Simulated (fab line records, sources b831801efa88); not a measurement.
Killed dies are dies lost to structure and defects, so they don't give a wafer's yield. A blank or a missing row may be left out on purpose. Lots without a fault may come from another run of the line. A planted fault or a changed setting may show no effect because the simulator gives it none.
fab line records | flow gf180mcu
record lots=5 wafers=15 last_day=33
route steps=602 shown PASSIVATION@588
lots that met no fault: from a run of the same line without faults
start_h: hours from the record's first day to the start of the lot's first wafer shown | wait_h: hours since the lot's step before | " the same as in the row above | L1.1+2: a row that stands for several wafers | - no value, or no start given | * or withheld: withheld | < > ~ a bound
route shown NAME@n: a module of which the file shows steps, and the number in the route of the first | usual: mean/standard deviation of fault-free wafers | same: alike in all rows | chamber/n: place in a boat | sites: the reading at each site | _std_site: their standard deviation | _edge_site: outer sites' mean less inner sites' | radius_mm: how far each site lies from the wafer's centre | mask NAME#n: copy n | behind: the tool/chamber that last shaped the wafer | hold: why the lot was held/for how many hours/how that ended | device: the transistor (n, p or np) that didn't switch | end of line: the same wafers' tests at the end of the route | a step without rows: its recipe alone | killed: dies lost to structure and defects at the first sort, not the wafer's yield | map: a wafer's dies, x killed, . not, _ none there
set.NAME: the setting as run; set.NAME@STEP: as run at that earlier step | model.NAME: the simulator's own value behind a step, which no gauge read
lots at some steps of the route; a table a step, a row a wafer
services: from which hour (start_h, from the record's first day; less than 0 if before it) a tool's chamber was out of use, for how many hours, and why
## steps
# step GF_PASSIVATION_THK_MEAS_01
# recipe reads=SiO2_of_PASSIVATION_CVD_00
# usual PASSIVATION_CVD_00_THK=967/12
# columns lot.wafer tool chamber start_h wait_h PASSIVATION_CVD_00_THK[nm]
L077.2 film_metro-03 - 673.22 0.1 948
L077.5 " - " " 980
L077.6 " - " " 964
L078.3 film_metro-03 - 682.82 0.1 950
L078.4 " - " " 994
L078.6 " - " " 962
L079.2 film_metro-04 - 690.17 0.1 963
L079.5 " - " " 977
L079.6 " - " " 975
L080.1 film_metro-03 - 702.76 0.0 949
L080.2 " - " " 953
L080.4 " - " " 983
L093.1 film_metro-04 - 783.43 0.0 958
L093.4 " - " " 975
L093.5 " - " " 985
# step GF_PASSIVATION_CVD_02
# recipe material=Si3N4 target_thk_nm=700 time_s=486.18 temp_c=400 rf_w=450
# usual heater_power_w=729/100
# columns lot.wafer tool chamber start_h wait_h heater_power_w
L077.2 pecvd-01 2 673.27 0.0 917
L077.5 " 2 " " 742
L077.6 " 1 " " 815
L078.3 pecvd-02 0 682.86 0.0 634
L078.4 " 0 " " 656
L078.6 " 1 " " 732
L079.2 pecvd-04 2 690.22 0.0 666
L079.5 " 1 " " 816
L079.6 " 2 " " 558
L080.1 pecvd-02 1 702.82 0.1 780
L080.2 " 0 " " 666
L080.4 " 1 " " 805
L093.1 pecvd-02 1 783.49 0.1 779
L093.4 " 1 " " 802
L093.5 " 2 " " 771
# step GF_PASSIVATION_THK_MEAS_03
# recipe reads=Si3N4_of_PASSIVATION_CVD_02
# usual PASSIVATION_CVD_02_THK=702/10
# columns lot.wafer tool chamber start_h wait_h PASSIVATION_CVD_02_THK[nm]
L077.2 film_metro-04 - 673.57 0.2 696
L077.5 " - " " 700
L077.6 " - " " 710
L078.3 film_metro-04 - 683.17 0.2 692
L078.4 " - " " 703
L078.6 " - " " 705
L079.2 film_metro-03 - 690.52 0.2 707
L079.5 " - " " 720
L079.6 " - " " 721
L080.1 film_metro-04 - 703.11 0.1 709
L080.2 " - " " 699
L080.4 " - " " 713
L093.1 film_metro-03 - 783.77 0.1 691
L093.4 " - " " 715
L093.5 " - " " 705
# step GF_PASSIVATION_DEHYDRATE_04
# recipe temp_c=200 time_s=60
# columns lot.wafer tool chamber start_h wait_h
L077.2+5+6 litho_track-04 0 682.55 9.0
L078.3+4+6 litho_track-02 0 692.00 8.8
L079.2+5+6 litho_track-02 0 698.97 8.4
L080.1+2+4 litho_track-04 0 711.37 8.3
L093.1+4+5 litho_track-02 0 790.85 7.1
# step GF_PASSIVATION_HMDS_05
# recipe prime_time_s=60 prime_temp_c=120
# columns lot.wafer tool chamber start_h wait_h
L077.2+5+6 litho_track-04 0 682.70 0.1
L078.3+4+6 litho_track-02 0 692.15 0.1
L079.2+5+6 litho_track-02 0 699.12 0.1
L080.1+2+4 litho_track-04 0 711.52 0.1
L093.1+4+5 litho_track-02 0 791.00 0.1
# step GF_PASSIVATION_COAT_06
# recipe spin_rpm=2000 resist_thk_nm=4000
# usual dispense_pressure_kPa=53/4.7
# columns lot.wafer tool chamber start_h wait_h dispense_pressure_kPa
L077.2 litho_track-04 0 682.85 0.1 48
L077.5 " 0 " " 48
L077.6 " 0 " " 48
L078.3 litho_track-02 0 692.30 0.1 59
L078.4 " 0 " " 59
L078.6 " 0 " " 59
L079.2 litho_track-02 0 699.27 0.1 59
L079.5 " 0 " " 59
L079.6 " 0 " " 59
L080.1 litho_track-04 0 711.67 0.1 48
L080.2 " 0 " " 48
L080.4 " 0 " " 48
L093.1 litho_track-02 0 791.15 0.1 59
L093.4 " 0 " " 59
L093.5 " 0 " " 59
# step GF_PASSIVATION_SOFTBAKE_07
# recipe temp_c=110 time_s=withheld
# columns lot.wafer tool chamber start_h wait_h
L077.2+5+6 litho_track-04 0 683.00 0.1
L078.3+4+6 litho_track-02 0 692.46 0.1
L079.2+5+6 litho_track-02 0 699.43 0.1
L080.1+2+4 litho_track-04 0 711.82 0.1
L093.1+4+5 litho_track-02 0 791.30 0.1
# step GF_PASSIVATION_EXPOSE_08
# recipe mask_id=Pad target_cd_nm=40000 na=0.57 dose_mj=310
# usual focus_offset_nm=0.1/0.49
# columns lot.wafer tool chamber start_h wait_h mask focus_offset_nm
L077.2 iline_stepper-02 0 - - Pad#0 0.5
L077.5 " 0 " " Pad#0 0.0
L077.6 " 0 " " Pad#0 0.5
L078.3 iline_stepper-02 0 - - Pad#0 0.5
L078.4 " 0 " " Pad#0 0.0
L078.6 " 0 " " Pad#0 0.0
L079.2 iline_stepper-01 0 - - Pad#0 -0.7
L079.5 " 0 " " Pad#0 0.1
L079.6 " 0 " " Pad#0 -0.6
L080.1 iline_stepper-02 0 - - Pad#0 -0.8
L080.2 " 0 " " Pad#0 0.7
L080.4 " 0 " " Pad#0 0.0
L093.1 iline_stepper-02 0 - - Pad#0 1.2
L093.4 " 0 " " Pad#0 0.7
L093.5 " 0 " " Pad#0 0.6
# step GF_PASSIVATION_PEB_09
# recipe temp_c=115 time_s=withheld
# columns lot.wafer tool chamber start_h wait_h
L077.2+5+6 litho_track-01 0 - -
L078.3+4+6 litho_track-04 0 - -
L079.2+5+6 litho_track-04 0 - -
L080.1+2+4 litho_track-02 0 - -
L093.1+4+5 litho_track-02 0 - -
# step GF_PASSIVATION_DEVELOP_10
# recipe develop_time_s=60 dev_temp_c=23
# columns lot.wafer tool chamber start_h wait_h
L077.2+5+6 litho_track-01 0 - -
L078.3+4+6 litho_track-04 0 - -
L079.2+5+6 litho_track-04 0 - -
L080.1+2+4 litho_track-02 0 - -
L093.1+4+5 litho_track-02 0 - -
# step GF_PASSIVATION_ETCH_11
# recipe chemistry=CF4/O2 target_depth_nm=1800 stop_on=TiN source_w=800 bias_w=150 pressure_mtorr=150 cf4_flow_sccm=80 O2_flow_sccm=10 time_s=400
# usual drypump_motor_current_A=5.8/0.45 oes_product_au=0.952/0.0076 throttle_valve_pct=5.957/0.0091
# columns lot.wafer tool chamber start_h wait_h drypump_motor_current_A oes_product_au rf_hours_counter_h throttle_valve_pct
L077.2 rie_diel-03 1 692.36 - 6.2 0.950 24 5.961
L077.5 " 3 " " 5.6 0.956 - 5.972
L077.6 " 0 " " 6.4 0.955 - 5.954
L078.3 rie_diel-03 1 701.52 - 6.2 0.938 24 5.963
L078.4 " 3 " " 5.6 0.962 26 5.975
L078.6 " 0 " " 6.3 0.954 - 5.959
L079.2 rie_diel-03 3 708.97 - 5.6 0.955 27 5.947
L079.5 " 1 " " 6.3 0.954 - 5.957
L079.6 " 0 " " 6.3 0.957 - 5.956
L080.1 rie_diel-01 3 720.65 - 5.6 0.942 4 5.956
L080.2 " 0 " " 6.3 0.945 30 5.952
L080.4 " 2 " " 5.8 0.959 10 5.972
L093.1 rie_diel-01 2 799.30 - 5.8 0.943 14 5.945
L093.4 " 1 " " 5.4 0.957 27 5.966
L093.5 " 3 " " 5.6 0.964 - 5.959
# step GF_PASSIVATION_STRIP_12
# recipe chemistry=O2/N2 power_w=1400 pressure_mtorr=1500 platen_temp_c=250 o2_flow_sccm=3000 n2_flow_sccm=300 overash_fraction=0.5
# usual drypump_motor_current_A=5.6/0.49 heater_power_w=335/29 oes_product_au=0.719/0.0046 strip_time_to_endpoint_s=34.68/0.23
# same overash_fraction=0.5
# columns lot.wafer tool chamber start_h wait_h drypump_motor_current_A heater_power_w oes_product_au rf_hours_counter_h strip_time_to_endpoint_s
L077.2 plasma_asher-02 0 692.60 0.1 5.1 382 0.714 28 34.44
L077.5 " 1 " " 5.7 308 0.724 - 34.56
L077.6 " 0 " " 5.1 380 0.722 - 34.51
L078.3 plasma_asher-01 1 701.79 0.2 5.4 306 0.722 - 34.56
L078.4 " 0 " " 6.4 352 0.718 - 34.56
L078.6 " 1 " " 5.5 320 0.715 - 34.69
L079.2 plasma_asher-01 0 709.21 0.1 6.4 346 0.728 94 34.57
L079.5 " 1 " " 5.5 318 0.720 - 34.48
L079.6 " 0 " " 6.4 354 0.713 - 34.47
L080.1 plasma_asher-02 1 720.89 0.1 5.7 316 0.717 30 35.11
L080.2 " 0 " " 5.1 374 0.709 30 34.70
L080.4 " 1 " " 5.7 311 0.716 - 34.50
L093.1 plasma_asher-01 1 799.53 0.1 5.5 320 0.727 104 34.35
L093.4 " 1 " " 5.5 322 0.718 - 34.46
L093.5 " 0 " " 6.4 347 0.718 - 34.64
# step GF_PASSIVATION_ANNEAL_13
# recipe temp_c=400 time_s=1800 ambient=N2/H2 idle_temp_c=300 ramp_up_c_per_min=10 ramp_down_c_per_min=3
# usual spike_tc_upper_C=398.8/1.1
# columns lot.wafer tool chamber start_h wait_h spike_tc_upper_C
L077.2 furnace-01 0 692.70 0.1 398.9
L077.5 " 0 " " 400.8
L077.6 " 0 " " 398.6
L078.3 furnace-02 0 701.86 0.0 398.6
L078.4 " 0 " " 396.6
L078.6 " 0 " " 398.4
L079.2 furnace-02 0 709.31 0.1 399.1
L079.5 " 0 " " 401.0
L079.6 " 0 " " 398.3
L080.1 furnace-02 0 720.99 0.1 399.1
L080.2 " 0 " " 397.0
L080.4 " 0 " " 399.6
L093.1 furnace-02 0 799.63 0.1 399.8
L093.4 " 0 " " 397.9
L093.5 " 0 " " 399.7
# step GF_PASSIVATION_BOW_MEAS_14
# recipe mode=bow
# usual PASSIVATION_BOW=136/11
# columns lot.wafer tool chamber start_h wait_h PASSIVATION_BOW[um]
L077.2 film_metro-02 - 694.22 0.0 139
L077.5 " - " " 139
L077.6 " - " " 124
L078.3 film_metro-03 - 703.40 0.0 126
L078.4 " - " " 139
L078.6 " - " " 134
L079.2 film_metro-03 - 710.83 0.0 136
L079.5 " - " " 140
L079.6 " - " " 144
L080.1 film_metro-03 - 722.49 0.0 124
L080.2 " - " " 128
L080.4 " - " " 121
L093.1 film_metro-02 - 801.13 0.0 129
L093.4 " - " " 122
L093.5 " - " " 131
## services
# columns tool chamber start_h hours kind
iline_stepper-02 - 664.02 2.1 pm
rie_diel-03 2 669.52 7.5 repair
plasma_asher-01 - 669.61 4.3 repair
rie_diel-03 3 683.68 5.6 repair
pecvd-01 0 686.89 5.3 repair
rie_diel-03 - 688.75 0.7 repair
plasma_asher-02 - 704.41 7.2 repair
rie_diel-01 2 707.76 7.4 repair
pecvd-01 0 712.52 2.5 repair
pecvd-02 1 712.69 14.3 repair
furnace-01 - 715.66 12.2 repair
iline_stepper-02 - 723.70 1.7 pm
rie_diel-01 - 723.79 1.3 repair
furnace-01 - 726.06 8.2 repair
plasma_asher-02 - 731.98 9.0 repair
furnace-01 - 734.26 9.3 pm
furnace-02 - 743.56 3.5 pm
furnace-01 - 747.08 2.4 pm
rie_diel-03 0 748.75 6.7 repair
pecvd-02 - 757.48 1.6 repair
pecvd-02 - 778.47 1.3 repair
rie_diel-03 - 791.70 14.6 pm
plasma_asher-01 - 795.39 1.7 repair
pecvd-04 - 799.38 14.0 pm
## key
fault none
